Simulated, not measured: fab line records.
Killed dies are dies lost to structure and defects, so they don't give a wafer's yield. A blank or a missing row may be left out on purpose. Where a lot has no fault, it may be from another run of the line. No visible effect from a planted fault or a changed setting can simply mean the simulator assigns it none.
fab line records | flow sky130
[record] lots = 6 | wafers = 18 | last_day = 50
route steps=708 shown LDD_HVP@288 LDD_LDN@289 PAD_OPEN@708
lots that met no fault: taken from a fault-free run of the same line
start_h: the number of hours between the record's first day and the start of the first shown wafer of the lot | wait_h: how many hours have passed since the lot's step before this one | " the same as in the row above | L1.1+2: several wafers, shown together as one row | - no value, or no start was given | * or withheld: withheld | < > ~ a bound
route shown NAME@n: NAME is a module with steps in the file, n the number in the route of the first one | usual: average and standard deviation across the fault-free wafers | same: alike in all rows | chamber/n: place in a boat | sites: per-site readings | _std_site: their standard deviation | _edge_site: outer sites' mean less inner sites' | radius_mm: how far each site lies from the wafer's centre | mask NAME#n: copy n | behind: tool/chamber where the wafer was last shaped | hold: why the lot went on hold/how many hours it stayed there/how the hold came to an end | device: whichever transistor did not switch (one of n, p or np) | end of line: the route-end tests of the same wafers | a step with no rows: only its recipe | killed: not the wafer's yield, but the dies lost to structure and defects at the first sort | map: the dies of a wafer, with x for killed, . for not killed, _ for no die there
set.NAME: the setting the step ran with; set.NAME@STEP: the setting that earlier step ran with | model.NAME: the simulator's own value behind a step, which no gauge read
lots at selected steps of the route; one table per step, one row per wafer
services: a tool's chamber out of use, with start hour (start_h, from the record's first day; less than 0 if before it), hours out, and reason
[[steps]]
[step SKY_LDD_HVP_TW_MEAS_10]
[usual] LDD_HVP_TW = 460/4.5
lot.wafer | tool          | chamber | start_h | wait_h | LDD_HVP_TW
L810.3    | film_metro-03 | -       | 487.22  | 0.1    | 454
L810.4    | "             | -       | "       | "      | 455
L810.6    | "             | -       | "       | "      | 454
L812.2    | film_metro-02 | -       | 513.60  | 0.1    | 461
L812.5    | "             | -       | "       | "      | 462
L812.6    | "             | -       | "       | "      | 462
L814.1    | film_metro-01 | -       | 528.69  | 0.1    | 463
L814.5    | "             | -       | "       | "      | 463
L814.6    | "             | -       | "       | "      | 466
L833.1    | film_metro-02 | -       | 701.64  | 0.1    | 459
L833.4    | "             | -       | "       | "      | 456
L833.6    | "             | -       | "       | "      | 454
L832.3    | film_metro-01 | -       | 703.71  | 0.1    | 464
L832.4    | "             | -       | "       | "      | 465
L832.5    | "             | -       | "       | "      | 461
L831.1    | film_metro-03 | -       | 704.39  | 0.1    | 454
L831.3    | "             | -       | "       | "      | 454
L831.5    | "             | -       | "       | "      | 453
[step SKY_LDD_LDN_DEHYDRATE_00]
[recipe] temp_c = 200 | time_s = 60
[step SKY_LDD_LDN_HMDS_01]
[recipe] prime_time_s = 60 | prime_temp_c = 120
[step SKY_LDD_LDN_COAT_02]
[recipe] resist = NOVOLAK | spin_rpm = 3000 | resist_thk_nm = 1140
[step SKY_LDD_LDN_SOFTBAKE_03]
[recipe] temp_c = 90 | time_s = 60 | resist = NOVOLAK
[step SKY_LDD_LDN_EXPOSE_04]
[recipe] mask_id = LDNTM | na = 0.6 | source_shape = conventional | sigma_outer = 0.6 | polarization = unpolarized | target_cd_nm = 700 | dose_mj = 140
[step SKY_LDD_LDN_PEB_05]
[recipe] temp_c = withheld | time_s = * | resist = NOVOLAK
[step SKY_LDD_LDN_DEVELOP_06]
[recipe] resist = NOVOLAK | developer = TMAH | develop_time_s = 60 | dev_temp_c = 23
[step SKY_LDD_LDN_OVL_MEAS_07]
[usual] LDD_LDN_OVL = -1.3/1.1
lot.wafer | tool       | chamber | start_h | wait_h | LDD_LDN_OVL[nm]
L810.3    | overlay-01 | -       | 517.06  | 0.1    | -2.3
L810.4    | "          | -       | "       | "      | -1.7
L810.6    | "          | -       | "       | "      | -2.6
L812.2    | overlay-02 | -       | 543.76  | 0.1    | -0.8
L812.5    | "          | -       | "       | "      | -2.1
L812.6    | "          | -       | "       | "      | -3.2
L814.1    | overlay-01 | -       | 558.50  | 0.1    | -1.0
L814.5    | "          | -       | "       | "      | -0.8
L814.6    | "          | -       | "       | "      | -0.7
L833.1    | overlay-02 | -       | 729.01  | 0.1    | -2.1
L833.4    | "          | -       | "       | "      | -2.5
L833.6    | "          | -       | "       | "      | -3.3
L832.3    | overlay-02 | -       | 731.02  | 0.1    | 1.6
L832.4    | "          | -       | "       | "      | 2.1
L832.5    | "          | -       | "       | "      | 1.0
L831.1    | overlay-02 | -       | 731.96  | 0.1    | -2.2
L831.3    | "          | -       | "       | "      | -2.0
L831.5    | "          | -       | "       | "      | -1.8
[step SKY_LDD_LDN_IMPLANT_08]
[recipe] species = As | energy_kev = 15 | dose_cm2 = 1.25e+13 | tilt_deg = withheld | rotation_deg = 23
[step SKY_LDD_LDN_IMPLANT_09]
[recipe] species = As | energy_kev = 15 | dose_cm2 = 1.25e+13 | tilt_deg = withheld | rotation_deg = 113
[step SKY_LDD_LDN_IMPLANT_10]
[recipe] species = As | energy_kev = 15 | dose_cm2 = 1.25e+13 | tilt_deg = withheld | rotation_deg = 203
[step SKY_LDD_LDN_IMPLANT_11]
[recipe] species = As | energy_kev = 15 | dose_cm2 = 1.25e+13 | tilt_deg = withheld | rotation_deg = 293
[usual] beam_energy_keV = 15.000/0.0042
lot.wafer | tool         | chamber | start_h | wait_h | beam_energy_keV | model.implant.drp_nm
L810.3    | implanter-02 | 0       | 517.59  | 0.1    | 15.004          | 5.933
L810.4    | "            | 0       | "       | "      | 14.994          | 5.933
L810.6    | "            | 0       | "       | "      | 15.001          | 5.933
L812.2    | implanter-02 | 0       | 544.26  | 0.1    | 14.996          | 5.933
L812.5    | "            | 0       | "       | "      | 14.993          | 5.933
L812.6    | "            | 0       | "       | "      | 15.000          | 5.933
L814.1    | implanter-03 | 0       | 558.99  | 0.1    | 15.003          | 5.933
L814.5    | "            | 0       | "       | "      | 15.003          | 5.933
L814.6    | "            | 0       | "       | "      | 14.998          | 5.933
L833.1    | implanter-04 | 0       | 729.49  | 0.1    | 15.007          | 5.933
L833.4    | "            | 0       | "       | "      | 15.002          | 5.933
L833.6    | "            | 0       | "       | "      | 14.999          | 5.933
L832.3    | implanter-03 | 0       | 731.54  | 0.1    | 14.331          | 5.748
L832.4    | "            | 0       | "       | "      | 14.336          | 5.748
L832.5    | "            | 0       | "       | "      | 14.336          | 5.748
L831.1    | implanter-03 | 0       | 732.44  | 0.1    | 14.324          | 5.748
L831.3    | "            | 0       | "       | "      | 14.327          | 5.748
L831.5    | "            | 0       | "       | "      | 14.323          | 5.748
[step SKY_LDD_LDN_STRIP_12]
[recipe] chemistry = O2/N2 | power_w = 1400 | pressure_mtorr = 1500 | platen_temp_c = withheld | o2_flow_sccm = 3000 | n2_flow_sccm = 300 | overash_fraction = 0.5
[usual] drypump_motor_current_A = 5.75/0.25 | oes_product_au = 0.716/0.0046 | strip_time_to_endpoint_s = 14.17/0.04
lot.wafer | tool            | chamber | start_h | wait_h | drypump_motor_current_A | oes_product_au | rf_hours_counter_h | strip_time_to_endpoint_s
L810.3    | plasma_asher-01 | 1       | 517.72  | 0.1    | 5.30                    | 0.720          | -                  | 14.14
L810.4    | "               | 0       | "       | "      | 5.77                    | 0.712          | -                  | 14.15
L810.6    | "               | 1       | "       | "      | 5.29                    | 0.719          | -                  | 14.07
L812.2    | plasma_asher-04 | 0       | 544.39  | 0.1    | 5.53                    | 0.718          | 83                 | 14.23
L812.5    | "               | 0       | "       | "      | 5.50                    | 0.721          | -                  | 14.16
L812.6    | "               | 1       | "       | "      | 5.94                    | 0.715          | -                  | 14.13
L814.1    | plasma_asher-04 | 0       | 559.14  | 0.1    | 5.54                    | 0.712          | 85                 | 14.23
L814.5    | "               | 0       | "       | "      | 5.52                    | 0.713          | -                  | 14.21
L814.6    | "               | 1       | "       | "      | 5.95                    | 0.717          | -                  | 14.19
L833.1    | plasma_asher-03 | 0       | 729.64  | 0.1    | 6.08                    | 0.717          | 31                 | 14.14
L833.4    | "               | 1       | "       | "      | 5.66                    | 0.711          | -                  | 14.15
L833.6    | "               | 0       | "       | "      | 6.08                    | 0.720          | -                  | 14.22
L832.3    | plasma_asher-01 | 1       | 731.67  | 0.1    | 5.31                    | 0.716          | -                  | 14.16
L832.4    | "               | 0       | "       | "      | 5.79                    | 0.717          | -                  | 14.14
L832.5    | "               | 0       | "       | "      | 5.78                    | 0.714          | -                  | 14.15
L831.1    | plasma_asher-03 | 0       | 732.59  | 0.1    | 6.08                    | 0.716          | 32                 | 14.24
L831.3    | "               | 1       | "       | "      | 5.73                    | 0.717          | -                  | 14.24
L831.5    | "               | 1       | "       | "      | 5.68                    | 0.715          | -                  | 14.22
[step SKY_PAD_OPEN_PROBE_99]
[usual] killed_at_M0_to_M3 = 42/6.6 | killed_at_M4_up = 3.1/1.9 | killed_at_contacts = 24/5.6 | killed_at_front_end = 15/4.8 | killed_at_other = 0.3/0.48 | killed_dies = 84/10 | killed_open = 47/6.8 | killed_short = 37/6.8
[same] gross_dies = 492 | killed_at_back_side = 0
lot.wafer | tool      | chamber | start_h | wait_h | killed_at_M0_to_M3 | killed_at_M4_up | killed_at_contacts | killed_at_front_end | killed_at_other | killed_dies | killed_open | killed_short
L810.3    | prober-01 | -       | 1071.97 | 0.2    | 41                 | 0               | 19                 | 18                  | 0               | 78          | 45          | 33
L810.4    | prober-01 | -       | 1072.02 | 0.2    | 38                 | 5               | 23                 | 17                  | 1               | 84          | 43          | 41
L810.6    | prober-01 | -       | 1072.12 | 0.2    | 36                 | 5               | 25                 | 18                  | 0               | 84          | 44          | 40
// killed by level:class
L810.3 VIA1:geometric_particle:open=12 CONTACT:geometric_particle:open=9 METAL2:geometric_particle:short=7 POLY_GATE:geometric_particle:open=6 FIELD_ISO:geometric_particle:open=5 CONTACT:geometric_particle:short=4 METAL1:geometric_particle:short=4 FIELD_ISO:geometric_particle:short=3
L810.4 CONTACT:geometric_particle:open=9 VIA1:geometric_particle:open=8 METAL2:geometric_particle:short=6 VIA2:geometric_particle:open=6 METAL1:geometric_particle:short=5 VIA2:geometric_particle:short=5 LOCAL_INTERCONNECT:geometric_particle:short=5 POLY_GATE:geometric_particle:short=4
L810.6 CONTACT:geometric_particle:open=10 VIA1:geometric_particle:open=10 LI_CONTACT:geometric_particle:open=8 POLY_GATE:geometric_particle:short=6 VIA3:geometric_particle:open=5 POLY_GATE:geometric_particle:open=4 METAL4:geometric_particle:short=4 METAL1:geometric_particle:short=4
[[services]]
tool            | chamber | start_h | hours | kind
implanter-03    | -       | 494.96  | 4.6   | repair
plasma_asher-01 | -       | 524.41  | 2.6   | repair
implanter-03    | -       | 561.98  | 1.6   | repair
implanter-02    | -       | 581.53  | 9.1   | pm
implanter-04    | -       | 585.20  | 5.1   | pm
implanter-03    | -       | 613.51  | 5.3   | repair
plasma_asher-01 | -       | 640.54  | 2.8   | pm
implanter-03    | -       | 650.77  | 2.2   | repair
implanter-02    | -       | 697.89  | 5.1   | repair
implanter-03    | -       | 703.08  | 3.6   | pm
plasma_asher-03 | -       | 715.15  | 0.7   | repair
[[key]]
[first_sign] step = SKY_LDD_LDN_IMPLANT_11 | reading = beam_energy_keV | direction = down | sigmas = 99+ | usual = * | struck = *
effect none on later readings
[model_effect] step = SKY_LDD_LDN_IMPLANT_11 | value = implant.drp_nm | without = 5.933 | struck = 5.748
met_at SKY_LDD_LDN_IMPLANT_11
struck_wafers L831.1,L831.3,L831.5,L832.3,L832.4,L832.5
tester_left_out L831,L832
onset_between 558.99 731.54
[fault] kind = process_parameter_drift | tool = implanter-03 | chamber = - | onset_h = 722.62 | steps = SKY_LDD_LDN_IMPLANT_11 | channel = energy_kev | offset = * | shape = step | end_h = 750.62 | acts_in = * | stated = *
// tester_left_out: of these lots the tester's yield and bins aren't shown, on N5 and GAA mostly nor the transistor test; their killed dies are dies lost to structure and defects alone, not to doping, threshold or leakage, so they don't give the yield
